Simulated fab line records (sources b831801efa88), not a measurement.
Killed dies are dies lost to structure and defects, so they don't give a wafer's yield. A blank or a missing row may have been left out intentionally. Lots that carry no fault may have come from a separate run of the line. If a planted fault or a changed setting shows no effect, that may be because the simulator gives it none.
fab line records	flow sky130
[record] lots = 5	wafers = 15	lastDay = 50
route steps=708 shown LOCAL_INTERCONNECT@403 CONTACT@406 PAD_OPEN@708
lots with no fault: from the same line, run without faults
startH: start of the lot's first displayed wafer, in hours after the record's first day	waitH: hours from the lot's prior step to this one	" unchanged from the row above	L1.1+2: a single row standing in for several wafers	- no value, or no start given	* or withheld: withheld	< > ~ a bound
route shown NAME@n: a module of which the file shows steps, and the number in the route of the first	usual: mean and standard deviation over wafers with no fault	same: alike in all rows	chamber/n: place in a boat	sites: each site's reading	_std_site: their standard deviation	_edge_site: outer sites' mean less inner sites'	radiusMm: how far each site lies from the wafer's centre	mask NAME#n: copy n	behind: the tool/chamber that last shaped the wafer	hold: what put the lot on hold/how long, in hours/how the hold closed	device: whichever transistor did not switch (one of n, p or np)	end of line: the route-end tests of the same wafers	step lacking rows: just its recipe	killed: at the first sort, the dies lost to defects and structure; wafer yield is something else	map: per-die view of a wafer (x killed, . not killed, _ where there is no die)
set.NAME: the run value of the setting; set.NAME@STEP: its run value at that earlier step	model.NAME: the simulator's own value behind a step, which no gauge read
lots at selected steps of the route; one table per step, one row per wafer
services: from which hour (startH, from the record's first day; less than 0 if before it) a tool's chamber was out of use, for how many hours, and why
[[steps]]
[step SKY_LOCAL_INTERCONNECT_STRIP_16]
[recipe] chemistry = postEtchResidueRemover	timeS = 1200	tempC = 72.5
[step SKY_LOCAL_INTERCONNECT_CLEAN_17]
[recipe] chemistry = IPA	timeS = 180	tempC = 25
[step SKY_LOCAL_INTERCONNECT_CLEAN_18]
[recipe] chemistry = O3/DIW	dry = n2Spin
[step SKY_CONTACT_CVD_00]
[recipe] material = Si3N4	targetThkNm = 75	tempC = 400	timeS = withheld	rfW = 465.4
[usual] heaterPowerW = 742/110
lot.wafer	tool	chamber	startH	waitH	heaterPowerW
L428.1	pecvd-02	0	740.56	0.0	631
L428.2	"	1	"	"	666
L428.3	"	0	"	"	624
L436.1	pecvd-03	0	803.24	0.0	776
L436.3	"	2	"	"	893
L436.5	"	1	"	"	961
L438.3	pecvd-03	0	824.25	0.0	669
L438.4	"	2	"	"	831
L438.5	"	0	"	"	664
L440.1	pecvd-01	2	834.02	0.0	884
L440.2	"	1	"	"	632
L440.5	"	0	"	"	700
L447.1	pecvd-03	1	885.32	0.0	819
L447.4	"	1	"	"	829
L447.6	"	0	"	"	661
[step SKY_CONTACT_THK_MEAS_01]
[recipe] reads = Si3N4_of_CONTACT_CVD_00
[usual] CONTACT_CVD_00_THK = 75.3/1.1
lot.wafer	tool	chamber	startH	waitH	CONTACT_CVD_00_THK[nm]
L428.1	filmMetro-01	-	740.61	-	74.6
L428.2	"	-	"	"	74.2
L428.3	"	-	"	"	75.5
L436.1	filmMetro-03	-	803.28	-	74.4
L436.3	"	-	"	"	74.6
L436.5	"	-	"	"	76.5
L438.3	filmMetro-03	-	824.30	-	75.6
L438.4	"	-	"	"	74.6
L438.5	"	-	"	"	75.0
L440.1	filmMetro-01	-	834.05	-	73.9
L440.2	"	-	"	"	74.8
L440.5	"	-	"	"	75.1
L447.1	filmMetro-04	-	885.35	-	74.6
L447.4	"	-	"	"	75.6
L447.6	"	-	"	"	75.7
[step SKY_CONTACT_HDPCVD_02]
[recipe] material = SiO2	targetThkNm = 565	sigmaOpenFrac = 0.3	timeS = 94.2	tempC = 600	sih4FlowSccm = 60	pressureMtorr = 6
[step SKY_CONTACT_THK_MEAS_03]
[recipe] reads = SiO2_of_CONTACT_HDPCVD_02
[usual] CONTACT_HDPCVD_THK = 563/7.5
lot.wafer	tool	chamber	startH	waitH	CONTACT_HDPCVD_THK[nm]
L428.1	filmMetro-03	-	740.74	0.0	560
L428.2	"	-	"	"	562
L428.3	"	-	"	"	567
L436.1	filmMetro-01	-	803.41	0.0	570
L436.3	"	-	"	"	573
L436.5	"	-	"	"	572
L438.3	filmMetro-03	-	824.43	0.1	565
L438.4	"	-	"	"	564
L438.5	"	-	"	"	569
L440.1	filmMetro-01	-	834.18	0.0	567
L440.2	"	-	"	"	571
L440.5	"	-	"	"	561
L447.1	filmMetro-01	-	885.48	0.0	562
L447.4	"	-	"	"	563
L447.6	"	-	"	"	565
[step SKY_CONTACT_CMP_04]
[recipe] material = SiO2	downForcePsi = 4	platenRpm = 60	padVelocityMS = 0.94248
[usual] headPressurePsi = 4.000/0.0085	motorCurrentA = 11.3/0.82	timeToEndpointS = 81/6.5
lot.wafer	tool	chamber	startH	waitH	headPressurePsi	motorCurrentA	timeToEndpointS
L428.3	cmp-02	2	740.85	0.1	4.007	10.0	89
L428.2	"	3	"	"	3.990	10.5	84
L428.1	"	0	"	"	3.988	13.0	81
L436.1	cmp-02	3	803.52	0.1	3.996	11.3	88
L436.3	"	0	"	"	4.001	11.9	83
L436.5	"	3	"	"	3.989	10.9	91
L438.3	cmp-02	1	824.47	0.0	3.983	11.6	88
L438.4	"	3	"	"	4.014	10.6	84
L438.5	"	2	"	"	4.010	9.9	86
L440.1	cmp-02	1	834.24	0.1	4.008	11.6	91
L440.2	"	3	"	"	4.001	11.3	85
L440.5	"	2	"	"	3.998	10.5	87
L447.1	cmp-01	0	885.54	0.1	3.999	11.9	81
L447.4	"	1	"	"	3.999	12.1	84
L447.6	"	1	"	"	4.000	12.1	86
[step SKY_CONTACT_BOW_MEAS_05]
[recipe] mode = bow
[usual] CONTACT_BOW = 82/7.4
lot.wafer	tool	chamber	startH	waitH	CONTACT_BOW[um]
L428.1	filmMetro-04	-	741.10	0.1	73
L428.2	"	-	"	"	74
L428.3	"	-	"	"	87
L436.1	filmMetro-03	-	803.77	0.2	87
L436.3	"	-	"	"	63
L436.5	"	-	"	"	75
L438.3	filmMetro-01	-	824.88	0.4	69
L438.4	"	-	"	"	72
L438.5	"	-	"	"	82
L440.1	filmMetro-03	-	834.54	0.2	72
L440.2	"	-	"	"	101
L440.5	"	-	"	"	84
L447.1	filmMetro-04	-	885.84	0.2	80
L447.4	"	-	"	"	92
L447.6	"	-	"	"	81
[step SKY_CONTACT_DEHYDRATE_06]
[recipe] tempC = 200	timeS = 60
[step SKY_CONTACT_HMDS_07]
[recipe] primeTimeS = 60	primeTempC = 120
[step SKY_CONTACT_COAT_08]
[recipe] resist = BARC	tempC = withheld	timeS = withheld	spinRpm = 3000	resistThkNm = 60
[step SKY_CONTACT_COAT_09]
[recipe] resist = KrF-thick	spinRpm = 3000	resistThkNm = 450
lot.wafer	tool	chamber	startH	waitH	model.KrF-thick_of_CONTACT_COAT_09.thkNm
L428.1	lithoTrack-02	0	754	-	448.6
L428.2	"	0	"	"	449.2
L428.3	"	0	"	"	449.6
L436.1	lithoTrack-01	0	816	-	449.8
L436.3	"	0	"	"	449.5
L436.5	"	0	"	"	449.4
L438.3	lithoTrack-03	0	837	-	449.8
L438.4	"	0	"	"	449.6
L438.5	"	0	"	"	450.5
L440.1	lithoTrack-01	0	847	-	552.3
L440.2	"	0	"	"	552.5
L440.5	"	0	"	"	552.8
L447.1	lithoTrack-02	0	897	-	449.2
L447.4	"	0	"	"	450.3
L447.6	"	0	"	"	449.6
[step SKY_CONTACT_SOFTBAKE_10]
[recipe] tempC = 100	timeS = 90	resist = KrF-thick
[step SKY_CONTACT_EXPOSE_11]
[recipe] maskId = CTM1	na = 0.8	sourceShape = annular	sigmaInner = 0.55	sigmaOuter = 0.85	targetCdNm = 170	doseMj = 38
[step SKY_CONTACT_PEB_12]
[recipe] pebTempC = withheld	pebTimeS = withheld	resist = KrF-thick
[step SKY_CONTACT_DEVELOP_13]
[recipe] developTimeS = 60	resist = KrF-thick	devTempC = 21
[step SKY_CONTACT_CD_MEAS_14]
[recipe] targetCdNm = 170
[usual] cdNm = 170.3/1.5
lot.wafer	tool	chamber	startH	waitH	cdNm
L428.1	cdSem-02	-	767.08	-	169.7
L428.2	"	-	"	"	169.9
L428.3	"	-	"	"	167.7
L436.1	cdSem-01	-	829.98	-	170.6
L436.3	"	-	"	"	171.3
L436.5	"	-	"	"	171.2
L438.3	cdSem-01	-	851.08	-	170.4
L438.4	"	-	"	"	169.8
L438.5	"	-	"	"	170.9
L440.1	cdSem-02	-	860.69	-	164.0
L440.2	"	-	"	"	165.8
L440.5	"	-	"	"	163.9
L447.1	cdSem-02	-	910.93	-	169.9
L447.4	"	-	"	"	169.4
L447.6	"	-	"	"	169.2
[step SKY_CONTACT_OVL_MEAS_15]
[usual] CONTACT_OVL = 1/6
lot.wafer	tool	chamber	startH	waitH	CONTACT_OVL[nm]
L428.1	overlay-02	-	767.20	0.1	2
L428.2	"	-	"	"	-3
L428.3	"	-	"	"	-2
L436.1	overlay-02	-	830.10	0.1	2
L436.3	"	-	"	"	-1
L436.5	"	-	"	"	3
L438.3	overlay-02	-	851.17	0.1	5
L438.4	"	-	"	"	6
L438.5	"	-	"	"	10
L440.1	overlay-02	-	860.81	0.1	3
L440.2	"	-	"	"	5
L440.5	"	-	"	"	11
L447.1	overlay-01	-	911.05	0.1	-1
L447.4	"	-	"	"	2
L447.6	"	-	"	"	1
[step SKY_CONTACT_ETCH_16]
[recipe] chemistry = N2/H2	target = BARC	ionEnergyEv = 200	sourceW = 500	biasW = 100	pressureMtorr = 30	n2FlowSccm = 100	h2FlowSccm = 200	stopOn = SiO2	timeS = 45.9	targetDepthA = 600
[usual] drypumpMotorCurrentA = 5.7/0.4	oesProductAu = 0.855/0.0052	throttleValvePct = 13.225/0.0086
[same] timeS = 45.9
lot.wafer	tool	chamber	startH	waitH	drypumpMotorCurrentA	oesProductAu	rfHoursCounterH	throttleValvePct	model.CONTACT.cdNm
L428.1	rieDiel-04	1	767.24	0.0	5.4	0.854	4	13.226	168.6
L428.2	"	0	"	"	5.7	0.862	18	13.220	170.1
L428.3	"	3	"	"	5.3	0.852	3	13.215	167.5
L436.1	rieDiel-01	0	830.14	0.0	5.5	0.857	1	13.234	170.2
L436.3	"	2	"	"	5.5	0.853	12	13.227	170.9
L436.5	"	1	"	"	6.1	0.849	-	13.215	170.9
L438.3	rieDiel-04	1	851.20	0.0	5.4	0.854	7	13.230	169.2
L438.4	"	0	"	"	5.7	0.852	20	13.220	168.8
L438.5	"	2	"	"	5.0	0.856	-	13.228	171.4
L440.1	rieDiel-03	0	860.85	0.0	5.3	0.860	22	13.236	162.9
L440.2	"	1	"	"	6.0	0.854	1	13.231	165.3
L440.5	"	3	"	"	6.4	0.862	-	13.236	164.7
L447.1	rieDiel-04	2	911.09	0.0	5.0	0.850	18	13.214	171
L447.4	"	0	"	"	5.7	0.853	-	13.220	169.9
L447.6	"	2	"	"	5.0	0.868	-	13.225	170.2
[step SKY_CONTACT_ETCH_17]
[recipe] target = SiO2	chemistry = C4F8/O2/Ar	stopOn = Si3N4	maskMaterial = KrF-thick	sourceW = 1500	biasW = 1200	pressureMtorr = 40	c4f8FlowSccm = withheld	O2_flow_sccm = 6	Ar_flow_sccm = 300	timeS = withheld	targetDepthA = 3400
[usual] oesProductAu = 0.891/0.0054
lot.wafer	tool	chamber	startH	waitH	oesProductAu
L428.1	rieDiel-04	1	767.28	0.0	0.890
L428.2	"	0	"	"	0.893
L428.3	"	3	"	"	0.898
L436.1	rieDiel-01	0	830.18	0.0	0.892
L436.3	"	2	"	"	0.894
L436.5	"	1	"	"	0.895
L438.3	rieDiel-04	1	851.24	0.0	0.897
L438.4	"	0	"	"	0.894
L438.5	"	2	"	"	0.896
L440.1	rieDiel-03	0	860.89	0.0	0.899
L440.2	"	1	"	"	0.894
L440.5	"	3	"	"	0.893
L447.1	rieDiel-04	2	911.13	0.0	0.888
L447.4	"	0	"	"	0.895
L447.6	"	2	"	"	0.884
[step SKY_CONTACT_ETCH_18]
[recipe] target = Si3N4	chemistry = CHF3/O2	stopOn = TiN	sourceW = 600	biasW = 200	pressureMtorr = 40	chf3FlowSccm = 50	O2_flow_sccm = 5	timeS = 39	targetDepthA = 750
[usual] drypumpMotorCurrentA = 5.7/0.39	oesProductAu = 0.856/0.008	throttleValvePct = 8.791/0.0082
[same] timeS = 39
lot.wafer	tool	chamber	startH	waitH	drypumpMotorCurrentA	oesProductAu	rfHoursCounterH	throttleValvePct	model.KrF-thick_of_CONTACT_COAT_09.thkNm	model.CONTACT.cdNm
L428.1	rieDiel-04	1	-	-	5.4	0.845	4	8.775	238	168.4
L428.2	"	0	"	"	5.7	0.847	18	8.784	244.7	170.1
L428.3	"	3	"	"	5.3	0.859	3	8.790	246.8	167.4
L436.1	rieDiel-01	0	-	-	5.5	0.852	1	8.796	235.5	170.3
L436.3	"	2	"	"	5.4	0.838	12	8.790	239.7	171.6
L436.5	"	1	"	"	6.1	0.867	-	8.791	241.3	170.2
L438.3	rieDiel-04	1	-	-	5.4	0.863	7	8.792	237.7	169.7
L438.4	"	0	"	"	5.7	0.852	20	8.793	242.2	168.9
L438.5	"	2	"	"	5.0	0.855	-	8.785	244.9	171.8
L440.1	rieDiel-03	0	-	-	5.2	0.847	22	8.803	340.9	162.9
L440.2	"	1	"	"	6.0	0.851	1	8.791	349.1	165.7
L440.5	"	3	"	"	6.4	0.855	-	8.790	346.6	164.6
L447.1	rieDiel-04	2	-	-	5.0	0.853	18	8.796	245.3	170.9
L447.4	"	0	"	"	5.7	0.857	-	8.787	244.6	169.6
L447.6	"	2	"	"	5.0	0.867	-	8.797	245.1	170
[step SKY_CONTACT_STRIP_19]
[recipe] chemistry = O2/N2	powerW = 1400	pressureMtorr = 1500	platenTempC = withheld	o2FlowSccm = 3000	n2FlowSccm = 300	overashFraction = 0.5
[usual] drypumpMotorCurrentA = 5.7/0.3	oesProductAu = 0.381/0.005	stripTimeToEndpointS = 3.63/0.046
[same] overashFraction = 0.5
lot.wafer	tool	chamber	startH	waitH	drypumpMotorCurrentA	oesProductAu	rfHoursCounterH	stripTimeToEndpointS
L428.1	plasmaAsher-04	0	767.37	-	5.5	0.376	3	3.56
L428.2	"	1	"	"	5.1	0.378	3	3.64
L428.3	"	0	"	"	5.5	0.381	-	3.65
L436.1	plasmaAsher-03	1	830.27	-	5.5	0.374	64	3.53
L436.3	"	1	"	"	5.6	0.380	-	3.58
L436.5	"	0	"	"	5.5	0.376	-	3.60
L438.3	plasmaAsher-04	1	851.36	-	5.1	0.378	-	3.55
L438.4	"	0	"	"	5.6	0.378	-	3.62
L438.5	"	1	"	"	5.1	0.376	-	3.62
L440.1	plasmaAsher-03	0	860.98	-	5.5	0.428	67	4.65
L440.2	"	1	"	"	5.6	0.430	67	4.73
L440.5	"	0	"	"	5.5	0.423	-	4.70
L447.1	plasmaAsher-03	1	911.22	-	5.6	0.386	72	3.65
L447.4	"	1	"	"	5.5	0.382	-	3.64
L447.6	"	0	"	"	5.5	0.381	-	3.65
[step SKY_CONTACT_STRIP_20]
[recipe] chemistry = postEtchResidueRemover	timeS = 1200	tempC = 72.5
[step SKY_PAD_OPEN_PROBE_99]
[usual] killed_at_M0_to_M3 = 43/6.6	killed_at_M4_up = 2.9/1.8	killedAtContacts = 25/5.3	killedAtFrontEnd = 15/4.1	killedAtOther = 0.3/0.6	killedDies = 86/8.8	killedOpen = 47/6.7	killedShort = 39/6.2
[same] grossDies = 492	killedAtBackSide = 0
lot.wafer	tool	chamber	startH	waitH	killed_at_M0_to_M3	killed_at_M4_up	killedAtContacts	killedAtFrontEnd	killedAtOther	killedDies	killedOpen	killedShort
L428.1	prober-01	-	1101.36	0.1	46	2	15	15	0	78	42	36
L428.2	prober-01	-	1101.41	0.1	44	2	29	16	0	91	48	43
L428.3	prober-01	-	1101.46	0.2	39	6	36	8	1	90	48	42
L436.1	prober-02	-	1146.62	0.1	55	4	22	15	0	96	59	37
L436.3	prober-02	-	1146.72	0.2	48	2	24	13	0	87	41	46
L436.5	prober-02	-	1146.82	0.2	42	0	30	16	1	89	56	33
L438.3	prober-02	-	1163.39	0.2	42	4	23	19	0	88	41	47
L438.4	prober-02	-	1163.44	0.2	39	4	26	11	0	80	42	38
L438.5	prober-02	-	1163.49	0.2	41	5	26	13	0	85	53	31
L440.1	prober-02	-	1170.11	0.1	33	2	23	12	0	70	36	34
L440.2	prober-02	-	1170.16	0.1	51	5	26	18	0	100	55	45
L440.5	prober-02	-	1170.31	0.2	38	6	22	16	0	82	33	49
L447.1	prober-01	-	1201.15	0.1	40	1	23	23	0	87	50	37
L447.4	prober-01	-	1201.30	0.2	49	3	34	20	0	106	58	47
L447.6	prober-01	-	1201.40	0.2	47	1	14	23	0	85	47	38
// killed by level:class
L428.1 VIA2:geometricParticle:open=10 VIA1:geometricParticle:open=8 VIA3:geometricParticle:open=7 METAL1:geometricParticle:short=6 FIELD_ISO:geometricParticle:short=5 CONTACT:geometricParticle:open=5 CONTACT:geometricParticle:short=5 VIA1:geometricParticle:short=4
L428.2 LI_CONTACT:geometricParticle:open=11 VIA1:geometricParticle:open=11 VIA2:geometricParticle:open=8 VIA1:geometricParticle:short=7 CONTACT:geometricParticle:short=6 FIELD_ISO:geometricParticle:short=5 LOCAL_INTERCONNECT:geometricParticle:short=5 POLY_GATE:geometricParticle:short=4
L428.3 CONTACT:geometricParticle:open=16 VIA1:geometricParticle:short=8 VIA1:geometricParticle:open=8 LI_CONTACT:geometricParticle:open=6 CONTACT:geometricParticle:short=6 LOCAL_INTERCONNECT:geometricParticle:short=5 VIA3:geometricParticle:open=5 VIA3:geometricParticle:short=5
L436.1 VIA1:geometricParticle:open=16 CONTACT:geometricParticle:open=11 METAL2:geometricParticle:short=9 VIA2:geometricParticle:open=9 POLY_GATE:geometricParticle:open=5 METAL1:geometricParticle:short=5 VIA3:geometricParticle:open=5 POLY_GATE:geometricParticle:short=4
L436.3 METAL2:geometricParticle:short=11 VIA1:geometricParticle:open=10 CONTACT:geometricParticle:short=8 VIA2:geometricParticle:open=8 LI_CONTACT:geometricParticle:open=7 POLY_GATE:geometricParticle:open=5 POLY_GATE:geometricParticle:short=5 LI_CONTACT:geometricParticle:short=5
L436.5 VIA1:geometricParticle:open=12 CONTACT:geometricParticle:open=8 VIA3:geometricParticle:open=8 VIA2:geometricParticle:open=6 CONTACT:geometricParticle:short=5 LI_CONTACT:geometricParticle:open=5 LOCAL_INTERCONNECT:geometricParticle:open=5 FIELD_ISO:geometricParticle:open=4
L438.3 VIA1:geometricParticle:open=8 CONTACT:geometricParticle:short=8 POLY_GATE:geometricParticle:short=7 VIA3:geometricParticle:open=7 LOCAL_INTERCONNECT:geometricParticle:short=5 CONTACT:geometricParticle:open=5 VIA3:geometricParticle:short=5 FIELD_ISO:geometricParticle:short=4
L438.4 CONTACT:geometricParticle:open=12 POLY_GATE:geometricParticle:open=6 CONTACT:geometricParticle:short=6 VIA2:geometricParticle:open=6 VIA1:geometricParticle:open=6 METAL2:geometricParticle:short=6 VIA3:geometricParticle:open=6 METAL1:geometricParticle:short=5
L438.5 VIA1:geometricParticle:open=11 LI_CONTACT:geometricParticle:open=10 CONTACT:geometricParticle:open=8 METAL1:geometricParticle:short=5 VIA2:geometricParticle:open=5 FIELD_ISO:geometricParticle:open=4 CONTACT:geometricParticle:short=4 METAL2:geometricParticle:short=4
L440.1 VIA3:geometricParticle:open=8 CONTACT:geometricParticle:open=7 VIA1:geometricParticle:open=6 LI_CONTACT:geometricParticle:open=5 LI_CONTACT:geometricParticle:short=5 VIA1:geometricParticle:short=4 CONTACT:geometricParticle:short=4 FIELD_ISO:geometricParticle:open=3
L440.2 VIA1:geometricParticle:open=11 VIA2:geometricParticle:open=8 VIA3:geometricParticle:open=8 METAL2:geometricParticle:short=6 CONTACT:geometricParticle:open=6 POLY_GATE:geometricParticle:short=5 LI_CONTACT:geometricParticle:open=5 VIA3:geometricParticle:short=5
L440.5 LI_CONTACT:geometricParticle:open=7 METAL4:geometricParticle:short=6 VIA3:geometricParticle:open=6 CONTACT:geometricParticle:short=5 VIA1:geometricParticle:open=5 VIA2:geometricParticle:short=5 METAL3:geometricParticle:short=5 FIELD_ISO:geometricParticle:open=4
L447.1 VIA1:geometricParticle:open=11 VIA2:geometricParticle:open=10 CONTACT:geometricParticle:open=8 METAL1:geometricParticle:short=7 FIELD_ISO:geometricParticle:short=6 FIELD_ISO:geometricParticle:open=6 CONTACT:geometricParticle:short=6 POLY_GATE:geometricParticle:open=5
L447.4 VIA1:geometricParticle:open=13 CONTACT:geometricParticle:open=12 METAL2:geometricParticle:short=10 VIA3:geometricParticle:open=9 CONTACT:geometricParticle:short=9 LI_CONTACT:geometricParticle:open=6 VIA1:geometricParticle:short=6 POLY_GATE:geometricParticle:short=5
L447.6 VIA2:geometricParticle:open=8 VIA1:geometricParticle:open=8 FIELD_ISO:geometricParticle:open=7 CONTACT:geometricParticle:open=7 METAL1:geometricParticle:short=6 VIA1:geometricParticle:short=6 METAL2:geometricParticle:short=6 FIELD_ISO:geometricParticle:short=4
[[services]]
tool	chamber	startH	hours	kind
rieDiel-03	1	716.87	3.0	repair
pecvd-03	-	720.29	2.0	repair
rieDiel-01	0	721.76	9.7	repair
rieDiel-01	3	724.90	10.0	repair
cmp-02	-	728.62	5.1	repair
pecvd-03	-	730.83	2.8	pm
rieDiel-03	-	733.75	0.5	repair
pecvd-03	0	737.69	4.7	repair
rieDiel-04	-	737.98	2.8	pm
cmp-02	-	744.00	4.0	pm
rieDiel-01	2	747.04	12.2	repair
plasmaAsher-03	-	751.83	6.1	repair
cmp-02	-	754.48	8.9	pm
rieDiel-01	-	757.43	2.8	pm
rieDiel-03	0	762.47	4.5	repair
cmp-02	-	764.97	1.2	repair
rieDiel-01	0	767.53	12.5	repair
rieDiel-04	-	814.09	2.4	repair
rieDiel-04	2	824.43	4.9	repair
cmp-02	-	883.33	2.3	repair
cmp-02	-	885.61	5.8	pm
cmp-02	-	897.45	2.5	repair
cmp-02	-	903.28	4.3	repair
rieDiel-04	1	908.04	21.6	repair
[[key]]
[firstSign] step = SKY_CONTACT_CD_MEAS_14	reading = cdNm	direction = down	sigmas = 3.7	usual = 170.3	struck = 164.6
[effect] step = SKY_CONTACT_STRIP_19	reading = stripTimeToEndpointS	direction = up	sigmas = 23	usual = *	struck = *
[modelEffect] step = SKY_CONTACT_COAT_09	value = KrF-thick_of_CONTACT_COAT_09.thkNm	without = 450.1	struck = 552.5
[modelEffect] step = SKY_CONTACT_ETCH_16	value = CONTACT.cdNm	without = 167.5	struck = 164.3
[modelEffect] step = SKY_CONTACT_ETCH_18	value = KrF-thick_of_CONTACT_COAT_09.thkNm	without = 243.2	struck = 345.5
metAt SKY_CONTACT_COAT_09
struckWafers L440.1,L440.2,L440.5
testerLeftOut L440
onsetBetween 816 847
alsoFits SKY_CONTACT_CVD_00:pecvd-01,SKY_CONTACT_CMP_04:cmp-02
[fault] kind = processParameterDrift	tool = lithoTrack-01	chamber = -	onsetH = 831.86	steps = SKY_CONTACT_COAT_09	channel = resistThkNm	offset = 102.36	shape = step	endH = 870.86	actsIn = theseRecipesOnly	stated = 450
// testerLeftOut: of these lots the tester's yield and bins aren't shown, on N5 and GAA mostly nor the transistor test; their killed dies are dies lost to structure and defects alone, not to doping, threshold or leakage, so they don't give the yield
